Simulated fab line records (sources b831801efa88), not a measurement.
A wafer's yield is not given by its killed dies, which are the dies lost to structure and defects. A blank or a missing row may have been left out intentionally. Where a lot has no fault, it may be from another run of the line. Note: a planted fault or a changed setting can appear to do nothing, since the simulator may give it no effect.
Which tool is to blame? || flow sky130 || Sampling: 6 lots, 18 wafers, 2 of 708 route steps

== WHAT EACH GAUGE READ, for each wafer ==
SKY_VT_ADJUST_LVTN_OVL_MEAS_07.
{"lot": "L247", "measured": "day 7 05:25", "on": "overlay-02", "VT_ADJUST_LVTN_OVL (nm)": "0.9 1.3 0.9"}
{"lot": "L250", "measured": "day 7 23:19", "on": "overlay-02", "VT_ADJUST_LVTN_OVL (nm)": "2.8 0.9 0.3"}
{"lot": "L258", "measured": "day 10 05:10", "on": "overlay-01", "VT_ADJUST_LVTN_OVL (nm)": "1.0 1.3 0.2"}
{"lot": "L260", "measured": "day 10 17:09", "on": "overlay-01", "VT_ADJUST_LVTN_OVL (nm)": "0.0 0.3 -0.2"}
{"lot": "L266", "measured": "day 12 13:16", "on": "overlay-01", "VT_ADJUST_LVTN_OVL (nm)": "0.9 2.6 2.2"}
{"lot": "L268", "measured": "day 13 00:52", "on": "overlay-01", "VT_ADJUST_LVTN_OVL (nm)": "0.8 0.1 2.3"}

== WHAT TOOL EACH LOT RAN ON (gives the tool, then ch and the chambers of the sampled wafers, and finally the start) ==
{"lot": "L247", "SKY_FIELD_ISO_ETCH_17": "rie si-02 ch 2,3, day 2 09:56"}
{"lot": "L250", "SKY_FIELD_ISO_ETCH_17": "rie si-02 ch 0,2,3, day 3 02:10"}
{"lot": "L258", "SKY_FIELD_ISO_ETCH_17": "rie si-01 ch 1,3, day 4 21:11"}
{"lot": "L260", "SKY_FIELD_ISO_ETCH_17": "rie si-01 ch 0,1,3, day 5 06:44"}
{"lot": "L266", "SKY_FIELD_ISO_ETCH_17": "rie si-02 ch 1,2,3, day 6 12:20"}
{"lot": "L268", "SKY_FIELD_ISO_ETCH_17": "rie si-01 ch 0,1,2, day 7 01:14"}
- SKY_FIELD_ISO_ETCH_17: etches Si in HBr/Cl2/O2, target depth 342 nm, time 97.7 s.

== THE ANSWER, worked out from the rows above alone ==
Rule: the lots themselves supply what counts as usual. The widest of any qualifying gaps counts: lots, ordered by their means at a reading, are off when they make up no more than a third of the lots, leave a main group of 4 or more, and stand apart from it by 3 or more times the standard deviation of that group's means. The tables above print the reading to a certain number of digits; a main group whose means all agree to those digits is not used. Also off: a lot with no number at a reading for which 4 or more lots have one. All remaining lots with rows at the step are treated as sound.
No lot is off at any reading shown: from this, nothing can be told.

== WHAT THE SIMULATOR HAD INSERTED ==
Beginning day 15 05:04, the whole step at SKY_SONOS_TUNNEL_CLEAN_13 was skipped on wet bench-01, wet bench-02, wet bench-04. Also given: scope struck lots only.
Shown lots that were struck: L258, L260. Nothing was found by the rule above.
